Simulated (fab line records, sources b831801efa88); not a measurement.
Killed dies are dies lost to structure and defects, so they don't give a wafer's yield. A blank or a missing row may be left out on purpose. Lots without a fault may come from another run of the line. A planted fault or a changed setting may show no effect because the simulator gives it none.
Tool commonality check | flow gf180mcu | 13 lots, 39 wafers sampled

WHY IT WAS OPENED
At GF_PSD_RS_MEAS_14 the reading NSD_RS is flagged on 2 of 13 lots. Wafers without a fault read 46.10 ohm/sq, standard deviation 0.085.
Rule: a lot is flagged when every wafer of it that has a number lies more than 4 standard deviations from that mean, or none has a number. The other lots count as sound.

lot  | measured     | on            | NSD_RS (ohm/sq), wafer by wafer | flag
L861 | day 14 02:35 | film_metro-03 | 46.12 46.02 46.02               |
L862 | day 14 11:04 | film_metro-02 | 45.99 45.97 46.10               |
L863 | day 14 21:23 | film_metro-04 | 46.15 46.06 46.10               |
L864 | day 15 05:19 | film_metro-04 | 46.18 46.12 46.25               |
L865 | day 15 11:57 | film_metro-04 | 46.06 46.12 46.13               |
L866 | day 15 21:44 | film_metro-02 | 46.00 46.07 46.05               |
L867 | day 16 07:09 | film_metro-03 | 46.08 46.22 46.13               |
L868 | day 16 18:03 | film_metro-04 | 46.11 46.05 46.06               |
L869 | day 17 04:02 | film_metro-03 | 45.99 45.96 45.94               |
L870 | day 17 12:16 | film_metro-03 | 46.06 46.17 46.02               |
L878 | day 20 08:36 | film_metro-02 | 47.60 47.54 47.64               | FLAGGED
L879 | day 20 15:28 | film_metro-04 | 47.60 47.65 47.60               | FLAGGED
L883 | day 21 22:17 | film_metro-02 | 46.08 46.18 46.12               |
The numbers of the flagged lots are 47.61 ohm/sq on average: +1.51 ohm/sq against the usual, or +18 standard deviations.

WHICH TOOL RAN EACH LOT
The record holds 1 process step before the reading, out of a route of 602 steps. In each cell: the tool, then ch and the chambers that the sampled wafers went through, then the start.
lot  | flag    | GF_PSD_RTA_13
L861 |         | rtp_anneal-01 ch 0, day 14 02:29
L862 |         | rtp_anneal-02 ch 0, day 14 10:58
L863 |         | rtp_anneal-01 ch 0, day 14 21:17
L864 |         | rtp_anneal-02 ch 0, day 15 05:14
L865 |         | rtp_anneal-02 ch 0, day 15 11:52
L866 |         | rtp_anneal-01 ch 0, day 15 21:38
L867 |         | rtp_anneal-01 ch 0, day 16 07:04
L868 |         | rtp_anneal-01 ch 0, day 16 17:58
L869 |         | rtp_anneal-01 ch 0, day 17 03:57
L870 |         | rtp_anneal-01 ch 0, day 17 12:10
L878 | FLAGGED | rtp_anneal-02 ch 0, day 20 08:31
L879 | FLAGGED | rtp_anneal-02 ch 0, day 20 15:22
L883 |         | rtp_anneal-01 ch 0, day 21 22:11
What these steps do:
- GF_PSD_RTA_13: time 20 s.
- GF_PSD_RS_MEAS_14: measures by four-point-probe.

FLAGGED OVER TOTAL, TOOL BY TOOL (the gauges that took the reading come last)
step              | tool          | lots run | flagged | share of the flagged lots | sound lots run after its first flagged lot
GF_PSD_RTA_13     | rtp_anneal-01 | 8        | 0       | none                      | -
GF_PSD_RTA_13     | rtp_anneal-02 | 5        | 2       | all                       | 0
GF_PSD_RS_MEAS_14 | film_metro-02 | 4        | 1       | some                      | 1 (L883)
GF_PSD_RS_MEAS_14 | film_metro-03 | 4        | 0       | none                      | -
GF_PSD_RS_MEAS_14 | film_metro-04 | 5        | 1       | some                      | 0

WHAT THE TABLE ALLOWS
1 row of the table ran every flagged lot: rtp_anneal-02 at GF_PSD_RTA_13.
- rtp_anneal-02 at GF_PSD_RTA_13: 2 of its 5 lots flagged. Its last sound lot is L865 (day 15 11:52), its first flagged lot L878 (day 20 08:31): a fault that began between those two fits. Its own readings lie more than 4 standard deviations out on every wafer of the flagged lots: lamp_power_pct.
One tool is left: rtp_anneal-02 at GF_PSD_RTA_13.

WHAT THE SIMULATOR HAD PUT IN
Process parameter drift: rtp_anneal-02, from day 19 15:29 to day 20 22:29, at GF_PSD_RTA_13. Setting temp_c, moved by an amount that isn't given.
Lots struck among those shown: L878, L879. The rule above found the same.
